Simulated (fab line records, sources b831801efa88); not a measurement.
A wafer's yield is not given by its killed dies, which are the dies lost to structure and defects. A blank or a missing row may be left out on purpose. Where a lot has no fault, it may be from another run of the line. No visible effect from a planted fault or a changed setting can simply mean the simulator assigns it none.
fab line records	flow sky130
record lots=5	wafers=15	lastDay=49
route steps=708 shown METAL1@440 PAD_OPEN@708
lots untouched by any fault: they come from a run of this same line in which no faults occurred
startH: hours from the record's first day to the start of the lot's first wafer shown	waitH: time in hours since the lot's previous step	" the same as in the row above	L1.1+2: one row covering several wafers at once	- value missing, or start not given	* or withheld: withheld	< > ~ a bound
route shown NAME@n: names a module that has steps shown in the file, with the first one's number in the route	usual: average and standard deviation across the fault-free wafers	same: alike in all rows	chamber/n: place in a boat	sites: readings site by site	_std_site: the values' standard deviation	_edge_site: inner sites' mean taken away from outer sites' mean	radiusMm: for every site, how far away it sits from the centre of the wafer	mask NAME#n: copy n	behind: the last tool/chamber to shape the wafer	hold: the reason the lot was held/the length of the hold in hours/how it ended	device: names the non-switching transistor (n, p or np)	end of line: the same wafers' tests at the end of the route	step lacking rows: just its recipe	killed: dies lost to structure and defects at the first sort, not the wafer's yield	map: the dies of a wafer, with x for killed, . for not killed, _ for no die there
set.NAME: the setting the step ran with; set.NAME@STEP: the setting that earlier step ran with	model.NAME: the simulator's own value behind a step, which no gauge read
lots seen at some steps along the route; tables by step, rows by wafer
services: when a tool's chamber went out of use (startH, in hours from the record's first day, below 0 if earlier), for how many hours, and the reason
## steps
# step SKY_METAL1_THK_MEAS_06
# recipe thkMeasGauge=xrf	reads=AlCu_of_METAL1_SPUTTER_02
# usual METAL1_ALCU_THK=252/3.8
lot.wafer	tool	chamber	startH	waitH	METAL1_ALCU_THK[nm]
L822.1	filmMetro-03	-	764.96	0.1	251
L822.3	"	-	"	"	253
L822.4	"	-	"	"	251
L823.1	filmMetro-02	-	779.77	0.1	254
L823.2	"	-	"	"	256
L823.4	"	-	"	"	252
L830.1	filmMetro-03	-	826.98	0.1	252
L830.5	"	-	"	"	250
L830.6	"	-	"	"	247
L834.2	filmMetro-02	-	856.87	0.1	255
L834.3	"	-	"	"	255
L834.6	"	-	"	"	255
L838.1	filmMetro-02	-	883.76	0.1	250
L838.3	"	-	"	"	254
L838.4	"	-	"	"	251
# step SKY_METAL1_DEHYDRATE_07
# recipe tempC=200	timeS=60
# step SKY_METAL1_HMDS_08
# recipe primeTimeS=60	primeTempC=120
# step SKY_METAL1_COAT_09
# recipe resist=BARC	tempC=withheld	timeS=withheld	spinRpm=3000	resistThkNm=60
# step SKY_METAL1_COAT_10
# recipe resist=KrF-thick	spinRpm=3000	resistThkNm=450
# step SKY_METAL1_SOFTBAKE_11
# recipe tempC=100	timeS=90	resist=KrF-thick
# step SKY_METAL1_EXPOSE_12
# recipe maskId=MM1	na=0.8	sourceShape=annular	sigmaInner=0.55	sigmaOuter=0.85	targetCdNm=140	doseMj=28
# step SKY_METAL1_PEB_13
# recipe pebTempC=withheld	pebTimeS=withheld	resist=KrF-thick
# step SKY_METAL1_DEVELOP_14
# recipe developTimeS=60	resist=KrF-thick	devTempC=21
# step SKY_METAL1_CD_MEAS_15
# recipe targetCdNm=140
# usual cdNm=139.9/1.4
lot.wafer	tool	chamber	startH	waitH	cdNm
L822.1	cdSem-01	-	791.02	-	140.8
L822.3	"	-	"	"	138.8
L822.4	"	-	"	"	138.4
L823.1	cdSem-02	-	805.29	-	140.4
L823.2	"	-	"	"	141.7
L823.4	"	-	"	"	141.8
L830.1	cdSem-01	-	853.19	-	141.5
L830.5	"	-	"	"	137.9
L830.6	"	-	"	"	139.1
L834.2	cdSem-02	-	882.52	-	139.7
L834.3	"	-	"	"	139.8
L834.6	"	-	"	"	138.9
L838.1	cdSem-01	-	909.35	-	140.6
L838.3	"	-	"	"	139.3
L838.4	"	-	"	"	141.3
# step SKY_METAL1_OVL_MEAS_16
# usual METAL1_OVL=1/7
lot.wafer	tool	chamber	startH	waitH	METAL1_OVL[nm]
L822.1	overlay-01	-	791.14	0.1	11
L822.3	"	-	"	"	8
L822.4	"	-	"	"	7
L823.1	overlay-02	-	805.41	0.1	-1
L823.2	"	-	"	"	4
L823.4	"	-	"	"	1
L830.1	overlay-01	-	853.31	0.1	11
L830.5	"	-	"	"	6
L830.6	"	-	"	"	15
L834.2	overlay-02	-	882.62	0.1	3
L834.3	"	-	"	"	-2
L834.6	"	-	"	"	5
L838.1	overlay-01	-	909.47	0.1	-7
L838.3	"	-	"	"	1
L838.4	"	-	"	"	-4
# step SKY_METAL1_DESCUM_17
# recipe chemistry=O2	sourcePowerW=150	biasPowerW=0	pressureMtorr=10	tempC=40	timeS=8
# usual drypumpMotorCurrentA=5.4/0.37	heBacksideLeakSccm=3.40/0.2	oesProductAu=0.999/0.0079
# same timeS=8
lot.wafer	tool	chamber	startH	waitH	drypumpMotorCurrentA	heBacksideLeakSccm	oesProductAu	rfHoursCounterH
L822.1	rieMetal-03	0	791.18	0.0	5.6	3.59	0.992	9
L822.3	"	0	"	"	5.7	3.66	0.991	-
L822.4	"	1	"	"	5.1	3.19	1.006	-
L823.1	rieMetal-02	0	805.45	0.0	5.5	2.95	0.993	9
L823.2	"	1	"	"	4.8	3.07	1.008	15
L823.4	"	0	"	"	5.5	2.72	0.987	-
L830.1	rieMetal-03	0	853.35	0.0	5.7	3.81	1.003	12
L830.5	"	0	"	"	5.7	3.71	0.991	-
L830.6	"	1	"	"	5.1	3.27	0.996	-
L834.2	rieMetal-04	0	882.65	0.0	5.8	3.58	0.999	2
L834.3	"	0	"	"	5.9	3.59	1.009	-
L834.6	"	1	"	"	5.6	3.31	0.997	-
L838.1	rieMetal-02	1	909.50	0.0	4.8	3.42	0.993	3
L838.3	"	0	"	"	5.6	3.27	0.985	-
L838.4	"	1	"	"	4.8	3.26	0.999	-
# step SKY_METAL1_ETCH_18
# recipe chemistry=N2/H2	target=BARC	ionEnergyEv=200	biasW=100	pressureMtorr=30	n2FlowSccm=100	h2FlowSccm=200	icpW=500	stopOn=SiO2	timeS=45.9	targetDepthA=600
# usual drypumpMotorCurrentA=5.5/0.37	heBacksideLeakSccm=3.37/0.22	n2FlowSccm=100.01/0.28	oesProductAu=0.855/0.0046	runLengthS=74.3/0.42	throttleValvePct=13.226/0.0088
lot.wafer	tool	chamber	startH	waitH	drypumpMotorCurrentA	heBacksideLeakSccm	n2FlowSccm	oesProductAu	rfHoursCounterH	runLengthS	throttleValvePct	model.KrF-thick_of_METAL1_COAT_10.thkNm
L822.1	rieMetal-03	0	791.21	0.0	5.7	3.67	100.57	0.852	9	74.1	13.228	393.4
L822.3	"	0	"	"	5.7	3.45	100.12	0.858	-	74.0	13.242	394.1
L822.4	"	1	"	"	5.1	3.03	100.36	0.855	-	74.1	13.240	391.3
L823.1	rieMetal-02	0	805.48	0.0	5.6	3.05	99.84	0.854	9	73.9	13.217	390.7
L823.2	"	1	"	"	4.8	3.17	100.16	0.852	15	75.0	13.226	390.2
L823.4	"	0	"	"	5.6	3.20	99.94	0.857	-	73.6	13.205	391.7
L830.1	rieMetal-03	0	853.38	0.0	5.7	3.68	99.71	0.855	12	74.2	13.217	390.8
L830.5	"	0	"	"	5.7	3.64	100.02	0.851	-	74.3	13.229	391.4
L830.6	"	1	"	"	5.1	3.01	99.87	0.800	-	79.5	13.218	386.1
L834.2	rieMetal-04	0	882.68	0.0	5.9	3.45	100.24	0.855	2	74.5	13.223	393.2
L834.3	"	0	"	"	5.9	3.60	100.29	0.856	-	74.5	13.242	393.9
L834.6	"	1	"	"	5.7	3.53	99.44	0.859	-	74.1	13.216	392.2
L838.1	rieMetal-02	1	909.53	0.0	4.8	3.02	99.54	0.860	3	75.3	13.213	393.2
L838.3	"	0	"	"	5.5	3.27	100.17	0.852	-	73.5	13.224	394.2
L838.4	"	1	"	"	4.8	3.37	99.83	0.850	-	74.5	13.223	391.8
# step SKY_METAL1_METAL_ETCH_19
# recipe targetDepthA=3600	stopOn=SiO2	overEtchFrac=0.3	timeS=81.04	chemistry=Cl2/BCl3	resistSidewallDeg=88	pressureMtorr=10	icpW=900	biasW=48.5	Cl2_flow_sccm=60	bcl3FlowSccm=30
# usual drypumpMotorCurrentA=5.5/0.37	heBacksideLeakSccm=3.4/0.39	oesProductAu=0.848/0.0054	runLengthS=111.04/0	throttleValvePct=22.264/0.0096
# same timeS=81.04
lot.wafer	tool	chamber	startH	waitH	drypumpMotorCurrentA	heBacksideLeakSccm	oesProductAu	rfHoursCounterH	runLengthS	throttleValvePct
L822.1	rieMetal-03	0	791.28	0.0	5.7	3.6	0.852	9	111.04	22.276
L822.3	"	0	"	"	5.7	3.5	0.853	-	111.04	22.257
L822.4	"	1	"	"	5.1	3.0	0.850	-	111.04	22.273
L823.1	rieMetal-02	0	805.55	0.0	5.6	3.5	0.840	9	111.04	22.279
L823.2	"	1	"	"	4.8	3.2	0.853	15	111.04	22.273
L823.4	"	0	"	"	5.6	3.5	0.845	-	111.04	22.267
L830.1	rieMetal-03	0	853.45	0.0	5.7	3.7	0.841	12	111.04	22.262
L830.5	"	0	"	"	5.7	3.8	0.850	-	111.04	22.253
L830.6	"	1	"	"	5.1	3.2	0.838	-	111.04	22.264
L834.2	rieMetal-04	0	882.75	0.0	5.9	3.5	0.852	2	111.04	22.272
L834.3	"	0	"	"	5.9	3.5	0.846	-	111.04	22.262
L834.6	"	1	"	"	5.7	3.6	0.839	-	111.04	22.257
L838.1	rieMetal-02	1	909.60	0.0	4.8	3.1	0.852	3	111.04	22.256
L838.3	"	0	"	"	5.6	3.5	0.856	-	111.04	22.248
L838.4	"	1	"	"	4.8	3.0	0.853	-	111.04	22.242
# step SKY_PAD_OPEN_PROBE_99
# usual defectLimitedYield=82.6/2	killed_at_M0_to_M3=43/7.6	killed_at_M4_up=2.9/1.9	killedAtContacts=24/5	killedAtFrontEnd=15/4.3	killedAtOther=0.3/0.54	killedDies=85/10	killedOnRim=17/3.9	killedOpen=47/7	killedShort=38/6.4	sort_bin_3_pad_short=0.8/0.4	sort_bin_5_function=10.3/1.6	sort_bin_6_memory=6.2/1.1	sortNPass=407/10	sortYieldPct=82.6/2
# same grossDies=492	killedAtBackSide=0	sort_bin_4_leakage[%]=0	sort_bin_8_speed[%]=0
lot.wafer	tool	chamber	startH	waitH	defectLimitedYield[%]	killed_at_M0_to_M3	killed_at_M4_up	killedAtContacts	killedAtFrontEnd	killedAtOther	killedDies	killedOnRim	killedOpen	killedShort	sort_bin_3_pad_short[%]	sort_bin_5_function[%]	sort_bin_6_memory[%]	sortNPass	sortYieldPct[%]
L822.1	prober-01	-	1098.47	0.1	83.3	32	6	32	12	0	82	15	50	32	0.8	9.8	6.1	410	83.3
L822.3	prober-01	-	1098.57	0.2	82.7	40	1	32	11	1	85	19	49	36	0.6	11.0	5.7	407	82.7
L822.4	prober-01	-	1098.62	0.2	81.9	42	8	29	10	0	89	22	42	47	1.4	10.0	6.7	403	81.9
L823.1	prober-02	-	1107.06	0.1	84.1	37	3	23	15	0	78	15	46	32	0.2	9.8	5.9	414	84.1
L823.2	prober-02	-	1107.11	0.1	84.3	39	3	24	11	0	77	12	47	30	1.0	9.8	4.9	415	84.3
L823.4	prober-02	-	1107.21	0.2	80.9	41	8	29	16	0	94	19	48	46	0.8	14.2	4.1	398	80.9
L830.1	prober-01	-	1146.48	0.1	78.0	61	7	29	11	0	108	20	60	48	1.4	13.0	7.5	384	78.0
L830.5	prober-01	-	1146.68	0.2	79.7	57	3	25	14	1	100	18	54	46	1.4	12.4	6.5	392	79.7
L830.6	prober-01	-	1146.73	0.2	78.7	49	5	31	20	0	105	20	61	44	0.4	12.2	8.7	387	78.7
L834.2	prober-02	-	1168.16	0.1	81.9	45	5	19	20	0	89	17	53	36	1.2	11.0	5.9	403	81.9
L834.3	prober-02	-	1168.21	0.2	81.1	51	5	23	14	0	93	19	53	40	0.8	10.8	7.3	399	81.1
L834.6	prober-02	-	1168.36	0.2	85.0	33	0	23	18	0	74	12	34	40	0.6	8.3	6.1	418	85.0
L838.1	prober-01	-	1185.97	0.1	78.9	56	2	23	23	0	104	23	56	48	0.6	13.2	7.3	388	78.9
L838.3	prober-01	-	1186.07	0.2	81.1	53	0	27	13	0	93	16	53	40	1.0	9.8	8.1	399	81.1
L838.4	prober-01	-	1186.12	0.2	82.7	48	3	24	10	0	85	12	46	39	1.6	9.6	6.1	407	82.7
# killed by level:class
L822.1 CONTACT:geometricParticle:open=12 VIA3:geometricParticle:open=8 LI_CONTACT:geometricParticle:open=8 VIA2:geometricParticle:open=8 VIA1:geometricParticle:open=6 POLY_GATE:geometricParticle:short=4 LI_CONTACT:geometricParticle:short=4 CONTACT:geometricParticle:short=4
L822.3 CONTACT:geometricParticle:open=13 VIA1:geometricParticle:open=9 LI_CONTACT:geometricParticle:open=6 METAL1:geometricParticle:short=5 CONTACT:geometricParticle:short=5 METAL1:geometricParticle:open=4 LI_CONTACT:geometricParticle:short=4 LOCAL_INTERCONNECT:geometricParticle:short=4
L822.4 VIA1:geometricParticle:open=9 CONTACT:geometricParticle:open=9 LI_CONTACT:geometricParticle:open=8 METAL4:geometricParticle:short=6 LOCAL_INTERCONNECT:geometricParticle:short=6 METAL3:geometricParticle:short=6 VIA3:geometricParticle:open=5 LI_CONTACT:geometricParticle:short=4
L823.1 CONTACT:geometricParticle:open=11 VIA2:geometricParticle:open=7 METAL1:geometricParticle:short=5 VIA1:geometricParticle:short=5 VIA1:geometricParticle:open=5 LI_CONTACT:geometricParticle:open=4 METAL2:geometricParticle:short=4 FIELD_ISO:geometricParticle:open=3
L823.2 LI_CONTACT:geometricParticle:open=8 VIA3:geometricParticle:open=8 CONTACT:geometricParticle:open=6 METAL1:geometricParticle:short=6 VIA1:geometricParticle:open=6 VIA2:geometricParticle:open=6 LOCAL_INTERCONNECT:geometricParticle:open=4 FIELD_ISO:geometricParticle:short=3
L823.4 VIA1:geometricParticle:open=10 LI_CONTACT:geometricParticle:open=8 CONTACT:geometricParticle:open=8 CONTACT:geometricParticle:short=7 FIELD_ISO:geometricParticle:open=6 METAL4:geometricParticle:short=6 VIA3:geometricParticle:short=5 VIA3:geometricParticle:open=5
L830.1 VIA1:geometricParticle:open=11 LI_CONTACT:geometricParticle:open=9 VIA2:geometricParticle:open=9 VIA3:geometricParticle:open=8 CONTACT:geometricParticle:short=7 CONTACT:geometricParticle:open=7 VIA1:geometricParticle:short=7 METAL2:geometricParticle:short=6
L830.5 VIA1:geometricParticle:open=15 METAL2:geometricParticle:short=10 CONTACT:geometricParticle:open=8 VIA3:geometricParticle:open=8 LI_CONTACT:geometricParticle:open=6 LOCAL_INTERCONNECT:geometricParticle:short=6 VIA2:geometricParticle:open=6 METAL1:geometricParticle:short=5
L830.6 VIA1:geometricParticle:open=16 LI_CONTACT:geometricParticle:open=9 POLY_GATE:geometricParticle:open=7 CONTACT:geometricParticle:short=7 VIA2:geometricParticle:open=7 VIA3:geometricParticle:open=7 POLY_GATE:geometricParticle:short=5 LOCAL_INTERCONNECT:geometricParticle:short=5
L834.2 VIA2:geometricParticle:open=13 VIA1:geometricParticle:open=9 LI_CONTACT:geometricParticle:open=8 FIELD_ISO:geometricParticle:open=5 POLY_GATE:geometricParticle:open=5 POLY_GATE:geometricParticle:short=5 CONTACT:geometricParticle:short=5 VIA1:geometricParticle:short=5
L834.3 VIA1:geometricParticle:open=17 CONTACT:geometricParticle:open=9 VIA2:geometricParticle:open=6 LI_CONTACT:geometricParticle:open=5 VIA3:geometricParticle:open=5 METAL3:geometricParticle:short=4 LI_CONTACT:geometricParticle:short=4 VIA3:geometricParticle:short=4
L834.6 CONTACT:geometricParticle:open=9 VIA1:geometricParticle:open=8 LOCAL_INTERCONNECT:geometricParticle:short=6 METAL2:geometricParticle:short=5 FIELD_ISO:geometricParticle:open=4 FIELD_ISO:geometricParticle:short=4 VIA3:geometricParticle:open=4 POLY_GATE:geometricParticle:short=3
L838.1 VIA1:geometricParticle:open=11 VIA3:geometricParticle:open=10 VIA2:geometricParticle:open=9 LOCAL_INTERCONNECT:geometricParticle:short=7 POLY_GATE:geometricParticle:open=6 METAL1:geometricParticle:short=6 VIA1:geometricParticle:short=5 CONTACT:geometricParticle:short=5
L838.3 CONTACT:geometricParticle:open=11 VIA1:geometricParticle:open=10 LI_CONTACT:geometricParticle:open=7 VIA1:geometricParticle:short=7 METAL2:geometricParticle:short=7 METAL1:geometricParticle:short=6 VIA2:geometricParticle:open=6 VIA3:geometricParticle:open=6
L838.4 CONTACT:geometricParticle:open=10 VIA1:geometricParticle:open=8 VIA2:geometricParticle:open=7 LI_CONTACT:geometricParticle:open=7 METAL1:geometricParticle:short=7 METAL2:geometricParticle:short=7 LI_CONTACT:geometricParticle:short=5 VIA3:geometricParticle:short=4
## services
tool	chamber	startH	hours	kind
rieMetal-04	0	799.96	-	clean
rieMetal-04	0	799.96	22.0	scheduledDown
rieMetal-04	0	799.96	22.0	ventCycle
rieMetal-02	1	834.70	-	clean
rieMetal-02	1	834.70	12.6	scheduledDown
rieMetal-02	1	834.70	12.6	ventCycle
rieMetal-03	-	880.38	1.4	pm
## key
firstSign step=SKY_METAL1_ETCH_18	reading=runLengthS	direction=up	sigmas=12	usual=*	struck=*
effect step=SKY_METAL1_ETCH_18	reading=oesProductAu	direction=down	sigmas=12	usual=0.855	struck=0.800
modelEffect step=SKY_METAL1_ETCH_18	value=KrF-thick_of_METAL1_COAT_10.thkNm	without=391.3	struck=386.1
metAt SKY_METAL1_ETCH_18
struckWafers L830.6
onsetBetween 791.21 853.38
fault kind=processParameterDrift	tool=rieMetal-03	chamber=1	onsetH=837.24	steps=SKY_METAL1_ETCH_18	channel=timeS	offset=*	shape=step	endH=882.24	actsIn=*	stated=*
